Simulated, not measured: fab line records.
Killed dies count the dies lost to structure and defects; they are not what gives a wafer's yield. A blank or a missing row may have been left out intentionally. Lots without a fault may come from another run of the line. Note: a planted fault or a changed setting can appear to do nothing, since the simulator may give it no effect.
Matching of chambers | flow gf180mcu | 4 sister chambers for GF_V3_CMP_04 on cmp-01
The step polishes SiO2. 8 wafers are shown with their chamber, then 12 later ones without.

## WAFERS WITH THEIR CHAMBER
wafer  | chamber | motor_current_A (A) | time_to_endpoint_s (s)
L084.4 | 0       | 12.3                | 84
L084.6 | 3       | 14.0                | 83
L085.3 | 2       | 11.8                | 74
L085.4 | 1       | 9.4                 | 80
L085.5 | 0       | 12.7                | 79
L087.2 | 1       | 9.5                 | 73
L087.4 | 3       | 13.7                | 82
L087.6 | 2       | 11.6                | 72

## WAFERS WHOSE CHAMBER IS MISSING
wafer  | motor_current_A (A) | time_to_endpoint_s (s)
L089.1 | 14.3                | 75
L089.2 | 10.0                | 81
L089.6 | 9.6                 | 82
L090.2 | 13.6                | 74
L090.3 | 12.0                | 71
L090.5 | 9.5                 | 80
L095.2 | 12.3                | 77
L095.5 | 14.7                | 90
L095.6 | 12.4                | 85
L097.3 | 13.8                | 84
L097.4 | 11.4                | 82
L097.6 | 12.3                | 84

## WHICH CHAMBER EACH WENT THROUGH
wafer  | from the rows above     | in truth
L089.1 | 3                       | 3
L089.2 | 1                       | 1
L089.6 | 1                       | 1
L090.2 | 3                       | 3
L090.3 | 2                       | 2
L090.5 | 1                       | 1
L095.2 | can't be placed: 0 or 2 | 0
L095.5 | 3                       | 3
L095.6 | 0                       | 0
L097.3 | 3                       | 3
L097.4 | 2                       | 2
L097.6 | 0                       | 0
Placed correctly: 11 of 12. From these rows, 1 cannot be placed; in 1 the true chamber is one of the candidates. Placed wrongly: 0.
How it was worked out, from the rows above alone: a wafer's distance from a chamber is the root of the sum, over the readings, of the square of ((its reading less the chamber's mean) divided by the reading's scatter). If the next closest chamber is less than 2 further off than the closest, the wafer can't be placed; otherwise it belongs to the closest. For every chamber, the mean is computed from those of its wafers that are shown. How the scatter is found: for the shown wafers, subtract from each reading the mean of its chamber, square and add these, divide the total by (wafers less chambers), then take the root.
